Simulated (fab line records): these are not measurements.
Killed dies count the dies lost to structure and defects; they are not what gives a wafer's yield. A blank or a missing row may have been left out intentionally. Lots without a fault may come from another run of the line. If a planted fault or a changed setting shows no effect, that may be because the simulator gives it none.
Which tool is to blame? :: flow gf180mcu :: 6 lots, 18 wafers sampled, at 1 step of a route of 602

== WHAT EACH GAUGE READ, for each wafer ==
GF_M1_THK_MEAS_06: measures by xrf.
lot: L389
measured: day 16 19:29
on: filmMetro-04
M1_ALCU_THK (nm): 460 457 461

lot: L392
measured: day 18 00:18
on: filmMetro-03
M1_ALCU_THK (nm): 442 446 447

lot: L396
measured: day 19 17:29
on: filmMetro-03
M1_ALCU_THK (nm): 450 451 450

lot: L398
measured: day 20 10:38
on: filmMetro-03
M1_ALCU_THK (nm): 439 433 440

lot: L403
measured: day 21 21:58
on: filmMetro-03
M1_ALCU_THK (nm): 456 453 446

lot: L407
measured: day 23 08:45
on: filmMetro-02
M1_ALCU_THK (nm): 465 462 469

== EACH LOT AND THE TOOL THAT RAN IT (in order: tool; ch and the chambers of the sampled wafers; start) ==
Before these readings, the record contains no process step.

== THE ANSWER, worked out from the rows above alone ==
Rule: the usual values come from the lots themselves. Put in order of their means at a reading, lots are off if they are a third of the lots or fewer, leave a main group of 4 or more, and stand apart from it by a gap of 3 or more times the standard deviation of the main group's means; of several such gaps the widest counts. A main group is skipped when, at the precision printed for the reading in the tables above, its means are all equal. Also off: a lot with no number at a reading for which 4 or more lots have one. The other lots that the step has rows for count as sound.
Nothing can be told from this: no lot is off at any reading shown.

== WHAT WAS PUT IN BY THE SIMULATOR ==
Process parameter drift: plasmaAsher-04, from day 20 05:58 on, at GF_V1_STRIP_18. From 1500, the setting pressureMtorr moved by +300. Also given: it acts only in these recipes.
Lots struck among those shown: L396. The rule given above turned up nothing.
